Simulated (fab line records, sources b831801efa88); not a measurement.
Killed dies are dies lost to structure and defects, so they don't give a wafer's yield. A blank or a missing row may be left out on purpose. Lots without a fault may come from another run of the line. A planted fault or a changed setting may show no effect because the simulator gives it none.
A struck lot beside a sound one | flow sky130 | 34 steps out of a route of 708
Sound: wafers L965.1, L965.2, L965.3. Struck: wafers L978.1, L978.3, L978.6. The cause comes at the end.
At each step with rows: each side's tool, then ch and its chambers, then its first start. Under that, the readings that differ: sound wafers | struck wafers | difference of the means | sigmas: that difference in standard deviations of wafers without a fault.
alike: readings whose means differ by less than 2 such deviations, and words and numbers that are the same on both sides. not compared: withheld readings, readings that some wafer has no value for, bounds like >300 that may hide the same value, and numbers for which the record gives no deviation and whose values overlap.
The two part at a step that has a row with sigmas, a row that says differs or no value, or rows on one side only. Numbers that don't overlap but have no deviation are shown without sigmas and don't part them. A reading that every wafer of one side lacks parts them only if that side has two wafers or more.

first, 10 steps without rows for these wafers: SKY_VIA1_EXPOSE_09 (exposes mask VIM, target cd 150 nm); SKY_VIA1_PEB_10; SKY_VIA1_DEVELOP_11 (develop time 60 s); SKY_VIA1_ETCH_14 (etches BARC in N2/H2, stops on SiO2, time 45.9 s, target depth 60 nm); SKY_VIA1_ETCH_15 (etches SiO2 in C4F8/O2/Ar, stops on TiN, target depth 351 nm, time 54 s); SKY_VIA1_STRIP_16 (strips in O2/N2); SKY_VIA1_STRIP_17 (strips in post etch residue remover, time 1200 s); SKY_VIA1_CLEAN_18 (cleans in IPA, time 180 s); SKY_VIA1_CLEAN_19 (cleans in O3/DIW); SKY_VIA1_SPUTTER_20 (material TiN, target thk 20 nm, time 80 s).
SKY_VIA1_CVD_21: deposits W, target thk 270 nm, time 80.902 s.
  sound on cvd_w-01 ch 0,1, day 36 03:02; struck on cvd_w-02 ch 0,1, day 39 21:56
  alike: chamber_pressure_Torr, heater_power_w
then, 14 steps without rows for these wafers: SKY_VIA1_CMP_24 (polishes, stops on SiO2, t overpolish 15 s, target thk 0 nm); SKY_METAL2_SPUTTER_00 (material Ti, target thk 15 nm, time 10 s); SKY_METAL2_SPUTTER_01 (material TiN, target thk 20 nm, time 16.7 s); SKY_METAL2_SPUTTER_02 (material AlCu, target thk 250 nm, time 13.3 s); SKY_METAL2_SPUTTER_03 (material Ti, target thk 5 nm, time 3.3 s); SKY_METAL2_SPUTTER_04 (material TiN, target thk 70 nm, time 58.3 s); SKY_METAL2_DEHYDRATE_07 (time 60 s); SKY_METAL2_HMDS_08 (prime time 60 s); SKY_METAL2_COAT_09 (resist thk 60 nm); SKY_METAL2_COAT_10 (resist thk 450 nm); SKY_METAL2_SOFTBAKE_11 (time 90 s); SKY_METAL2_EXPOSE_12 (exposes mask MM2, target cd 140 nm); SKY_METAL2_PEB_13; SKY_METAL2_DEVELOP_14 (develop time 60 s).
SKY_METAL2_DESCUM_17: chemistry O2, time 8 s.
  sound on rie_metal-03 ch 1, day 37 05:46; struck on rie_metal-02 ch 0,1, day 40 23:01
  reading                 | sound           | struck          | difference | sigmas
  model.METAL2.cd_nm (nm) | 139.2 139.9 138 | 158.5 159.5 159 | +20.0      |
  alike: drypump_motor_current_A, he_backside_leak_sccm, oes_product_au, rf_fwd_power_W, temp_c
  not compared: rf_hours_counter_h
then, 1 step without rows for these wafers: SKY_METAL2_ETCH_18 (etches BARC in N2/H2, stops on SiO2, time 45.9 s, target depth 60 nm).
SKY_METAL2_METAL_ETCH_19: etches the open film in Cl2/BCl3, stops on SiO2, target depth 360 nm, time 78 s.
  sound on rie_metal-03 ch 1, day 37 05:57; struck on rie_metal-02 ch 0,1, day 40 23:06
  reading                 | sound             | struck            | difference | sigmas
  rf_fwd_power_W (W)      | 899.2 899.1 898.7 | 893.4 892.6 893.1 | -6.0       | -2
  model.METAL2.cd_nm (nm) | 141.8 142.1 141.6 | 158.8 159.3 161.5 | +18.0      |
  alike: drypump_motor_current_A, he_backside_leak_sccm, oes_product_au, throttle_valve_pct
  not compared: rf_hours_counter_h
then, 5 steps without rows for these wafers: SKY_METAL2_STRIP_20 (strips in O2/N2); SKY_METAL2_STRIP_21 (strips in post etch residue remover, time 1200 s); SKY_METAL2_CLEAN_22 (cleans in IPA, time 180 s); SKY_METAL2_CLEAN_23 (cleans in O3/DIW); SKY_VIA2_HDPCVD_00 (deposits SiO2, target thk 1180 nm, time 196.7 s).
-- the record jumps here: 9 days lie between the struck wafers' starts before and after (it left off in module VIA2 and takes up again in module PAD_OPEN, whose first step shown is number 708 of the route) --
SKY_PAD_OPEN_PROBE_99:
  sound on prober-02, day 47 13:14; struck on prober-01, day 50 07:59
  reading                               | sound                | struck               | difference | sigmas
  defect_limited_yield (%)              | 82.3 83.7 85.2       | 78.7 78.9 76.6       | -5.7       | -3
  killed_at_M0_to_M3                    | 48 43 42             | 60 58 71             | +19        | +3
  killed_dies                           | 87 80 73             | 105 104 115          | +28        | +3
  sort_bin_5_function (%)               | 10.4 9.3 8.9         | 12.4 13.6 15.4       | +4.3       | +3
  sort_n_pass                           | 405 412 419          | 387 388 377          | -28        | -3
  sort_yield_pct (%)                    | 82.3 83.7 85.2       | 78.7 78.9 76.6       | -5.7       | -3
  model.etest.tester.sort_n_pass        | 405 412 419          | 387 388 377          | -28        |
  model.etest.met2.width_nm (nm)        | 144.3 141 141        | 159.4 160.3 160.6    | +18.0      |
  model.etest.tester.sort_yield_pct (%) | 82.32 83.74 85.16    | 78.66 78.86 76.63    | -5.69      |
  model.etest.tester.sort_bin_5_pct (%) | 10.37 9.35 8.943     | 12.4 13.62 15.45     | +4.3       |
  model.etest.met2.line_ohm_um          | 0.8684 0.9174 0.8863 | 0.8197 0.7916 0.8132 | -0.0825    |
  alike: killed_at_M4_up, killed_at_contacts, killed_at_front_end, killed_at_other, killed_open, killed_short, sort_bin_3_pad_short, sort_bin_6_memory
  not compared: model.etest.tester.sort_bin_3_pct

WHERE THEY PART
First at SKY_METAL2_METAL_ETCH_19; last, within this record, at SKY_PAD_OPEN_PROBE_99.

WHY: what the simulator had put in
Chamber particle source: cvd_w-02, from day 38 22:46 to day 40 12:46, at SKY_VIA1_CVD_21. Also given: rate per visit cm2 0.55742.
